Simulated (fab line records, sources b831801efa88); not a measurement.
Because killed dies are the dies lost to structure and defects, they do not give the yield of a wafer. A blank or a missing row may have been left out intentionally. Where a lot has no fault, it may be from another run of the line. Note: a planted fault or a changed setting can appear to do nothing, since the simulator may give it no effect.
Struck lot and sound lot, side by side | flow gf180mcu | 23 steps out of a route of 602
Sound: the wafers L179.2, L179.4, L179.6. The struck wafers were L195.1, L195.3, L195.4. The cause comes at the end.
Per side, at each step with rows, come the tool, then ch with its chambers, and then its first start. Under that, the readings that differ: sound wafers | struck wafers | difference of the means | sigmas: that difference in standard deviations of wafers without a fault.
alike: same words and numbers on both sides, and readings whose means sit less than 2 such deviations apart. not compared: any withheld reading, any reading some wafer has no value for, any bound like >300 that may hide the same value, and any number with overlapping values for which the record gives no deviation.
The two part at a step that has a row with sigmas, a row that says differs or no value, or rows on one side only. Non-overlapping numbers with no deviation appear without sigmas and do not part them. Lack of a reading on every wafer of one side parts them only where that side has two or more wafers.

first, 1 step without rows for these wafers: GF_HV_LDD_CLEAN_51 (cleans in SC1/SC2, time 150 s).
GF_HV_LDD_RTA_52: time 10 s.
  sound on rtp anneal-01 ch 0, day 13 12:47; struck on rtp anneal-01 ch 0, day 18 13:26
  alike: lamp power pct, wafer_temp_C_max
GF_HV_LDD_RS_MEAS_53: measurement is done with a four-point probe.
  sound: film metro-02 at day 13 12:52; struck: film metro-01 at day 18 13:29
  alike: HV_LDD_RS
then, 1 step without rows for these wafers: GF_HV_LDD_CVD_54 (deposits SiO2 from TEOS, target thk 10 nm, time 75 s).
GF_HV_LDD_THK_MEAS_55:
  sound: film metro-02 at day 13 14:00; struck: film metro-04 at day 18 14:38
  alike: HV_LDD_CVD_54_THK
then, 1 step without rows for these wafers: GF_HV_LDD_CVD_56 (deposits Si3N4 from DCS/NH3, target thk 90 nm, time 1543 s).
GF_HV_LDD_THK_MEAS_57:
  sound: film metro-04 at day 13 15:29; struck: film metro-02 at day 18 16:07
  reading                | sound          | struck         | difference | sigmas
  HV_LDD_CVD_56_THK (nm) | 88.8 88.8 88.8 | 90.8 90.9 91.9 | +2.4       | +2
GF_HV_LDD_ETCHBACK_58: etches Si3N4 in CH3F/O2, stops on SiO2, time 100 s, target depth 90 nm.
  sound on rie diel-01 ch 0,2, day 13 15:32; struck on rie diel-04 ch 1,2,3, day 18 16:11
  alike: O2_flow_sccm, drypump motor current A, oes product au, throttle valve pct
  not compared: rf hours counter h
then, 4 steps without rows for these wafers: GF_NSD_DEHYDRATE_00 (time 60 s); GF_NSD_HMDS_01 (prime time 60 s); GF_NSD_COAT_02 (resist thk 1000 nm); GF_NSD_SOFTBAKE_03 (time 60 s).
GF_NSD_EXPOSE_04: exposes mask Nplus, target cd 400 nm.
  sound on iline stepper-02 ch 0, day 14 02:41; struck on iline stepper-02 ch 0, day 19 04:11
  reading | sound                   | struck                                          | difference | sigmas
  mask    | Nplus#0 Nplus#0 Nplus#0 | Nplus_HV_AREA#0 Nplus_HV_AREA#0 Nplus_HV_AREA#0 | differs    |
then, 2 steps without rows for these wafers: GF_NSD_PEB_05; GF_NSD_DEVELOP_06 (develop time 60 s).
GF_NSD_CD_MEAS_07 targets a cd of 400 nm.
  sound: cd sem-01 at day 14 12:31; struck: cd sem-02 at day 19 16:20
  reading    | sound             | struck | difference                    | sigmas
  cd nm (nm) | 398.4 399.7 398.6 | - - -  | no value on the struck wafers |
GF_NSD_OVL_MEAS_08:
  sound: overlay-01 at day 14 12:37; struck: overlay-01 at day 19 16:28
  reading      | sound       | struck | difference                    | sigmas
  NSD_OVL (nm) | 1.7 1.6 0.5 | - - -  | no value on the struck wafers |
then, 2 steps without rows for these wafers: GF_NSD_IMPLANT_09; GF_NSD_IMPLANT_10.
GF_NSD_STRIP_11: strips in O2/N2.
  sound on plasma asher-04 ch 0,1, day 14 12:57; struck on plasma asher-01 ch 0,1, day 19 16:48
  alike: drypump motor current A, heater power w, oes product au, platen temp c, strip time to endpoint s
  not compared: rf hours counter h
GF_NSD_TW_MEAS_12:
  sound: film metro-02 at day 14 13:04; struck: film metro-02 at day 19 16:54
  reading | sound          | struck   | difference | sigmas
  NSD_TW  | 4223 4232 4208 | 29 30 30 | -4191      | -99 or more
then, 1 step without rows for these wafers: GF_PSD_DEHYDRATE_00 (time 60 s).
-- the record jumps here: 14 days lie between the struck wafers' starts before and after (it left off in module PSD and takes up again in module PASSIVATION, whose first step shown is number 602 of the route) --
GF_PASSIVATION_PROBE_99:
  sound: prober-01 at day 30 03:33; struck: prober-02 at day 34 02:44
  reading                              | sound             | struck            | difference | sigmas
  model.etest.nmos_3p3_sab.r on ohm um | 1833 1834 1858    | 6820 6774 6866    | +4978      |
  model.etest.nldd_6p0.line ohm um     | 4706 4630 4559    | 200.8 195.4 201   | -4432.6    |
  model.etest.nmos_3p3.r on ohm um     | 1700 1695 1724    | 4647 4659 4737    | +2975      |
  model.etest.nplus u.line ohm um      | 200.2 198.3 198.7 | 2446 2406 2476    | +2244      |
  model.etest.nldd_6p0.rs ohm sq       | 1403 1390 1403    | 59.45 60.01 60.38 | -1338.72   |
  model.etest.nplus u.rs ohm sq        | 59.56 59.57 59.98 | 739.3 737.3 743.1 | +680.2     |
  model.etest.contact nplus.end ohm um | 13.13 13.2 13.07  | 514.8 506.1 515.7 | +499.1     |
  model.etest.nmos_3p3_sab.drive ua um | 475.6 478.7 476.6 | 194.7 194.8 192.6 | -282.9     |

== WHERE THEY PART ==
Last at GF_NSD_TW_MEAS_12 as far as this record goes, first at GF_HV_LDD_THK_MEAS_57.

WHY: what had been put in by the simulator
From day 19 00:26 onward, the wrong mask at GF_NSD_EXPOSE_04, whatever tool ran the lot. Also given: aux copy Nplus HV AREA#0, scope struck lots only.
